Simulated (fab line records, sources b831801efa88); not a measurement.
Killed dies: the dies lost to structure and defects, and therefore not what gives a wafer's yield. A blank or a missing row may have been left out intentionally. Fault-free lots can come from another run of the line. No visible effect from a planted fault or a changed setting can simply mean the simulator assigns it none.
One fault seen from 2 desks || flow gf180mcu || numbers are kept per desk, each desk with only its own; the story behind them comes last

THE METROLOGY DESK
Means of the sampled wafers that have a number, per lot and without regard to the tool the lot ran on: this is what the gauges read. If a lot's mean is further than 4 standard deviations from the usual mean, the lot is out of limits and carries the mark OUT (the distance appears in the brackets).
Columns: A = MVSD_RS at GF_VT_IMPLANT_RS_MEAS_46, usual 457.0 ohm/sq
{"lot": "L272", "first seen here": "day 7 13:22", "A": 457.6}
{"lot": "L273", "first seen here": "day 7 22:19", "A": 457.7}
{"lot": "L274", "first seen here": "day 8 02:49", "A": 456.6}
{"lot": "L275", "first seen here": "day 8 08:41", "A": 457.5}
{"lot": "L276", "first seen here": "day 8 18:08", "A": 454.9}
{"lot": "L277", "first seen here": "day 8 23:51", "A": 457.6}
{"lot": "L278", "first seen here": "day 9 05:53", "A": 458.0}
{"lot": "L280", "first seen here": "day 9 20:28", "A": 458.0}
{"lot": "L281", "first seen here": "day 10 01:25", "A": 457.5}
{"lot": "L284", "first seen here": "day 10 23:34", "A": 454.8}
{"lot": "L287", "first seen here": "day 11 19:10", "A": "451.2 (-4.8) OUT"}
{"lot": "L292", "first seen here": "day 13 04:18", "A": "450.7 (-5.3) OUT"}
{"lot": "L294", "first seen here": "day 13 17:37", "A": 456.9}
This desk's finding: out of limits on L287, L292; first on L287, day 11 19:10 (MVSD_RS at GF_VT_IMPLANT_RS_MEAS_46). Within limits: L272, L273, L274, L275, L276, L277, L278, L280, L281, L284, L294.

DESK OF THE TOOL OWNER: implanter-02
GF_MVSD_IMPLANT_09, tool's own readings: per-lot mean of the sampled wafers with a number, covering each lot this tool ran. If a lot's mean is further than 4 standard deviations from the usual mean, the lot is out of limits and carries the mark OUT (the distance appears in the brackets).
Columns: A = dose-ions-cm2 at GF_MVSD_IMPLANT_09, usual 5e+12; B = faraday-current-uA at GF_MVSD_IMPLANT_09, usual 28.1
{"lot": "L273", "first seen here": "day 4 18:53", "A": 5e+12, "B": 28.2}
{"lot": "L276", "first seen here": "day 5 10:31", "A": 5e+12, "B": 27.8}
{"lot": "L280", "first seen here": "day 6 09:43", "A": 5e+12, "B": 28.2}
{"lot": "L281", "first seen here": "day 6 13:47", "A": 5e+12, "B": 28.6}
{"lot": "L287", "first seen here": "day 8 02:53", "A": "5e+12 (+82) OUT", "B": "30.6 (+4.7) OUT"}
{"lot": "L292", "first seen here": "day 9 06:16", "A": "5e+12 (+84) OUT", "B": "30.6 (+4.6) OUT"}
This desk's finding: out of limits on L287, L292; first on L287, day 8 02:53 (dose-ions-cm2 at GF_MVSD_IMPLANT_09). Within limits: L273, L276, L280, L281.

PUT TOGETHER
The tool owner's desk had the chance to raise an alarm at day 8 02:53 on L287, L292.
An alarm was possible from the metrology desk at day 11 19:10, on L287, L292.
GF_MVSD_IMPLANT_09 was run on implanter-02 by each of the lots named.

WHAT THE SIMULATOR HAD PUT IN
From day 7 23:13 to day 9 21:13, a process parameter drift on implanter-02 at GF_MVSD_IMPLANT_09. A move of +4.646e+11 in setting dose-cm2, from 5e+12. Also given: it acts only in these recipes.
Lots struck among those shown: L287, L292.
Counting hours from when the fault started, the first reading out of limits came at 4 for the tool owner's desk and at 92 for the metrology desk.
